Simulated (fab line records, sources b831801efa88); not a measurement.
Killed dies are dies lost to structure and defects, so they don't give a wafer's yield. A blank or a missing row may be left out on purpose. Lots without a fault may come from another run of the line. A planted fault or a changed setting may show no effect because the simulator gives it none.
Which tool did it? | flow sky130 | 14 lots, 42 wafers sampled, at 2 steps of a route of 708

WHAT THE GAUGES READ, wafer by wafer
SKY_CONTACT_CD_MEAS_14: target cd 170 nm. Usual: cd_nm 169.5 nm, standard deviation 1.6.
lot  | measured     | on        | cd_nm (nm)        | flag
L527 | day 31 12:43 | cd_sem-01 | 168.7 166.7 168.0 |
L528 | day 31 17:40 | cd_sem-02 | 168.7 169.7 169.4 |
L529 | day 32 00:15 | cd_sem-01 | 170.0 170.7 168.8 |
L530 | day 32 04:48 | cd_sem-01 | 170.9 171.0 170.7 |
L531 | day 32 21:11 | cd_sem-02 | 168.0 168.9 167.4 |
L532 | day 33 06:44 | cd_sem-01 | 169.2 170.1 171.3 |
L534 | day 33 23:21 | cd_sem-02 | 169.4 169.7 169.0 |
L535 | day 34 04:13 | cd_sem-02 | 170.1 170.6 168.6 |
L536 | day 34 14:31 | cd_sem-01 | 174.3 172.8 171.5 |
L537 | day 35 00:20 | cd_sem-01 | 167.7 166.0 166.9 |
L540 | day 36 08:01 | cd_sem-01 | 138.3 138.7 167.4 | OFF
L541 | day 36 10:10 | cd_sem-01 | 167.6 168.5 167.7 |
L544 | day 37 07:46 | cd_sem-01 | 140.5 170.0 169.3 | OFF
L550 | day 38 14:40 | cd_sem-01 | 169.9 169.5 169.2 |

WHICH TOOL RAN EACH LOT (tool, then ch and the chambers of the sampled wafers, then the start)
lot  | SKY_CONTACT_EXPOSE_11
L527 | krf_scanner-01 ch 0, day 30 23:20
L528 | krf_scanner-01 ch 0, day 31 03:54
L529 | krf_scanner-01 ch 0, day 31 10:34
L530 | krf_scanner-02 ch 0, day 31 15:41
L531 | krf_scanner-02 ch 0, day 32 07:44
L532 | krf_scanner-01 ch 0, day 32 17:54
L534 | krf_scanner-02 ch 0, day 33 09:52
L535 | krf_scanner-02 ch 0, day 33 14:52
L536 | krf_scanner-02 ch 0, day 34 02:20
L537 | krf_scanner-02 ch 0, day 34 10:49
L540 | krf_scanner-02 ch 0, day 35 19:19
L541 | krf_scanner-01 ch 0, day 35 21:02
L544 | krf_scanner-02 ch 0, day 36 18:57
L550 | krf_scanner-01 ch 0, day 38 02:02
- SKY_CONTACT_EXPOSE_11: exposes mask CTM1, target cd 170 nm.

WHAT THE TOOLS THEMSELVES READ (means of the sampled wafers that have a number; where no wafer has one, the mark that the record gives instead)
SKY_CONTACT_EXPOSE_11. Usual: stage_vel_mm_s 500.03 mm/s, standard deviation 0.25.
lot  | tool           | stage_vel_mm_s (mm/s) | flag
L527 | krf_scanner-01 | 499.67                |
L528 | krf_scanner-01 | 500.06                |
L529 | krf_scanner-01 | 500.26                |
L530 | krf_scanner-02 | 500.04                |
L531 | krf_scanner-02 | 500.13                |
L532 | krf_scanner-01 | 500.08                |
L534 | krf_scanner-02 | 499.78                |
L535 | krf_scanner-02 | 500.01                |
L536 | krf_scanner-02 | 499.97                |
L537 | krf_scanner-02 | 499.73                |
L540 | krf_scanner-02 | 500.03                |
L541 | krf_scanner-01 | 499.63                |
L544 | krf_scanner-02 | 500.19                |
L550 | krf_scanner-01 | 500.25                |

THE ANSWER, worked out from the rows above alone
Rule: a lot is off if the mean of its wafers that have a number lies more than 3 standard deviations from the usual mean. A lot without any number at a reading at which 4 lots or more have one is off too. The other lots that the step has rows for count as sound. The gauges are gone through in route order, then the tools' own readings, and for those a lot's mean is taken as printed above. The first step at which some lot is off is used, and at that step the reading that is off furthest; a lot without a number counts as furthest.
Off: L540, L544, at SKY_CONTACT_CD_MEAS_14 (cd_nm).
A tool fits if, at a process step before that reading, it ran every lot that is off, and no sound lot after the first of them. The gauges at SKY_CONTACT_CD_MEAS_14 are tried like those tools. One fits: krf_scanner-02 at SKY_CONTACT_EXPOSE_11. Its last sound lot is L537 (day 34 10:49), its first lot that is off L540 (day 35 19:19): a fault that began between those two fits.

WHAT THE SIMULATOR HAD PUT IN
Process parameter drift: krf_scanner-02, from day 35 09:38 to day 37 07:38, at SKY_CONTACT_EXPOSE_11. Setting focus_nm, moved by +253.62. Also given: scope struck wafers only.
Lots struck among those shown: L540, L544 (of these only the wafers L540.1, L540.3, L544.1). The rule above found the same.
